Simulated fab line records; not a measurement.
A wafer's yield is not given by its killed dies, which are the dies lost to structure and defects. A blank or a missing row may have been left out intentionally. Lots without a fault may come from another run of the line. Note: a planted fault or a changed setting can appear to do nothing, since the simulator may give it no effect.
A struck lot beside a sound one || flow sky130 || 19 steps out of a route of 708
Sound: the wafers L495.1, L495.3, L495.5. Struck: wafer L503.6. (L503.1, L503.2 of the same lot were not struck and are left out.) The cause comes at the end.
For every step that has rows: the tool of each side, followed by ch and its chambers, followed by its first start. Under that, the readings that differ: sound wafers || struck wafers || difference of the means || sigmas: that difference in standard deviations of wafers without a fault.
alike: readings with means less than 2 such deviations apart, plus words and numbers identical on both sides. not compared: withheld readings, readings lacking a value on some wafer, bounds such as >300 that could conceal the same value, and numbers that have no deviation in the record and whose values overlap.
The two part at a step that has a row with sigmas, a row that says differs or no value, or rows on one side only. When numbers do not overlap yet have no deviation, they are printed without sigmas and do not part them. Lack of a reading on every wafer of one side parts them only where that side has two or more wafers.

first, 6 steps without rows for these wafers: SKY_VT_ADJUST_PCH_HMDS_01 (prime time 60 s); SKY_VT_ADJUST_PCH_COAT_02 (resist thk 3000 nm); SKY_VT_ADJUST_PCH_SOFTBAKE_03; SKY_VT_ADJUST_PCH_EXPOSE_04 (exposes mask NWM, target cd 840 nm); SKY_VT_ADJUST_PCH_PEB_05; SKY_VT_ADJUST_PCH_DEVELOP_06 (develop time 60 s).
SKY_VT_ADJUST_PCH_OVL_MEAS_07:
  sound on overlay-01 at day 12 11:25; struck on overlay-01 at day 19 01:49
  alike: VT_ADJUST_PCH_OVL
then, 1 step without rows for these wafers: SKY_VT_ADJUST_PCH_IMPLANT_08.
SKY_VT_ADJUST_PCH_STRIP_09: strips in O2/N2.
  sound on plasmaAsher-02 ch 0,1, day 12 11:36; struck on plasmaAsher-01 ch 1, day 19 02:00
{"reading": "o2FlowSccm (sccm)", "sound": "2992 2993 3004", "struck": 3017, "difference": "+21", "sigmas": "+2"}
{"reading": "oesProductAu (a.u.)", "sound": "0.718 0.728 0.725", "struck": 0.733, "difference": "+0.009", "sigmas": "+2"}
  alike: drypumpMotorCurrentA, stripTimeToEndpointS
  not compared: rfHoursCounterH
SKY_VT_ADJUST_PCH_TW_MEAS_10:
  sound on filmMetro-04 at day 12 11:42; struck on filmMetro-02 at day 19 02:06
{"reading": "VT_ADJUST_PCH_TW", "sound": "141.7 142.1 142.5", "struck": 145.0, "difference": "+2.9", "sigmas": "+2"}
then, 2 steps without rows for these wafers: SKY_SONOS_TUNNEL_DEHYDRATE_00 (time 60 s); SKY_SONOS_TUNNEL_HMDS_01 (prime time 60 s).
SKY_SONOS_TUNNEL_COAT_02: resist thk 1140 nm.
  sound on lithoTrack-03 ch 0, day 13 00:04; struck on lithoTrack-03 ch 0, day 19 17:10
{"reading": "model.NOVOLAK_of_SONOS_TUNNEL_COAT_02.thkNm (nm)", "sound": "1143 1145 1145", "struck": 1104, "difference": -40, "sigmas": ""}
then, 3 steps without rows for these wafers: SKY_SONOS_TUNNEL_SOFTBAKE_03 (time 60 s); SKY_SONOS_TUNNEL_EXPOSE_04 (exposes mask TUNM, target cd 410 nm); SKY_SONOS_TUNNEL_PEB_05.
SKY_SONOS_TUNNEL_DEVELOP_06: develop time 60 s.
  sound on lithoTrack-03 ch 0, day 13 12:19; struck on lithoTrack-03 ch 0, day 20 09:43
{"reading": "model.NOVOLAK_of_SONOS_TUNNEL_COAT_02.thkNm (nm)", "sound": "1143 1144 1144", "struck": 1103, "difference": -41, "sigmas": ""}
SKY_SONOS_TUNNEL_CD_MEAS_07: the cd target is 410 nm.
  sound on cdSem-01 at day 13 12:28; struck on cdSem-02 at day 20 09:52
  alike: cdNm
SKY_PAD_OPEN_PROBE_99:
  sound wafers here have rows in the record (prober-01, day 48 11:36); struck ones have none

WHERE THEY PART
First at SKY_VT_ADJUST_PCH_STRIP_09; last, within this record, at SKY_PAD_OPEN_PROBE_99.

WHY: what the simulator had put in
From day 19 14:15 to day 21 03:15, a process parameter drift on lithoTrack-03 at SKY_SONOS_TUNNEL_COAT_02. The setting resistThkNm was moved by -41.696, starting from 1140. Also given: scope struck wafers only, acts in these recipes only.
